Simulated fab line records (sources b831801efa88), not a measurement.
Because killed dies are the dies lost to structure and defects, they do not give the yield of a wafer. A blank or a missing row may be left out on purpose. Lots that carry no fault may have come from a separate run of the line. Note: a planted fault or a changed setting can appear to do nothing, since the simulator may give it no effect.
Which tool is to blame? + flow sky130 + 33 wafers from 11 lots sampled at 3 of the route's 708 steps

## WHAT EACH GAUGE READ, for each wafer
SKY_SD_N_RS_MEAS_16: the measuring method here is four-point-probe.
| lot  | measured     | on           | SD_N_RS (ohm/sq)  |
|------|--------------|--------------|-------------------|
| L899 | day 29 16:23 | filmMetro-02 | 68.53 68.60 68.67 |
| L900 | day 29 19:43 | filmMetro-03 | 68.51 68.59 68.42 |
| L901 | day 30 15:53 | filmMetro-04 | 68.51 68.43 68.49 |
| L902 | day 30 18:30 | filmMetro-02 | 68.53 68.60 68.73 |
| L904 | day 31 07:07 | filmMetro-03 | 68.65 68.75 68.40 |
| L906 | day 31 22:18 | filmMetro-04 | 68.84 68.70 68.66 |
| L908 | day 32 11:32 | filmMetro-04 | 71.16 71.20 71.17 |
| L911 | day 33 19:37 | filmMetro-04 | 71.32 71.08 71.20 |
| L916 | day 35 17:01 | filmMetro-04 | 68.53 68.60 68.33 |
| L918 | day 35 21:25 | filmMetro-03 | 68.57 68.55 68.63 |
| L919 | day 36 05:41 | filmMetro-04 | 68.54 68.55 68.60 |

## WHAT TOOL EACH LOT RAN ON (gives the tool, then ch and the chambers of the sampled wafers, and finally the start)
| lot  | SKY_NWELL_RTA_28                | SKY_SD_N_RTA_14                 |
|------|---------------------------------|---------------------------------|
| L899 | rtpAnneal-02 ch 0, day 6 08:26  | rtpAnneal-02 ch 0, day 29 16:13 |
| L900 | rtpAnneal-01 ch 0, day 6 09:08  | rtpAnneal-01 ch 0, day 29 19:31 |
| L901 | rtpAnneal-02 ch 0, day 7 00:22  | rtpAnneal-02 ch 0, day 30 15:43 |
| L902 | rtpAnneal-01 ch 0, day 7 01:05  | rtpAnneal-02 ch 0, day 30 18:19 |
| L904 | rtpAnneal-01 ch 0, day 7 12:14  | rtpAnneal-02 ch 0, day 31 06:56 |
| L906 | rtpAnneal-01 ch 0, day 7 23:07  | rtpAnneal-02 ch 0, day 31 22:07 |
| L908 | rtpAnneal-02 ch 0, day 8 12:07  | rtpAnneal-02 ch 0, day 32 11:20 |
| L911 | rtpAnneal-02 ch 0, day 9 16:38  | rtpAnneal-02 ch 0, day 33 19:25 |
| L916 | rtpAnneal-02 ch 0, day 10 13:16 | rtpAnneal-01 ch 0, day 35 16:50 |
| L918 | rtpAnneal-01 ch 0, day 11 08:16 | rtpAnneal-01 ch 0, day 35 21:12 |
| L919 | rtpAnneal-01 ch 0, day 11 16:19 | rtpAnneal-01 ch 0, day 36 05:31 |
- SKY_NWELL_RTA_28: time 30 s.
- SKY_SD_N_RTA_14: time 2 s.

## THE ANSWER, worked out from the rows above alone
Rule: usual is defined by the lots themselves. The widest of any qualifying gaps counts: lots, ordered by their means at a reading, are off when they make up no more than a third of the lots, leave a main group of 4 or more, and stand apart from it by 3 or more times the standard deviation of that group's means. Not used: any main group whose means are identical at the precision the tables above print for the reading. Also off: a lot with no number at a reading for which 4 or more lots have one. Any other lot the step has rows for is counted as sound.
Off: L908, L911, at SKY_SD_N_RS_MEAS_16 (SD_N_RS). The main group has a mean of 68.57 ohm/sq with a standard deviation of 0.075.
If a tool, at a process step before that reading, ran all the lots that are off and no sound lot after the first of them, it fits. The gauges at SKY_SD_N_RS_MEAS_16 are tried like those tools. One fits: SKY_SD_N_RTA_14 on rtpAnneal-02. A fault onset in the window from L906 (day 31 22:07, its last sound lot) to L908 (day 32 11:20, its first lot off) fits.

## WHAT THE SIMULATOR HAD INSERTED
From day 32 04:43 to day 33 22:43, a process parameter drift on rtpAnneal-02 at SKY_SD_N_RTA_14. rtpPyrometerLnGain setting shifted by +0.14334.
Shown lots that were struck: L908, L911. The rule above found the same.
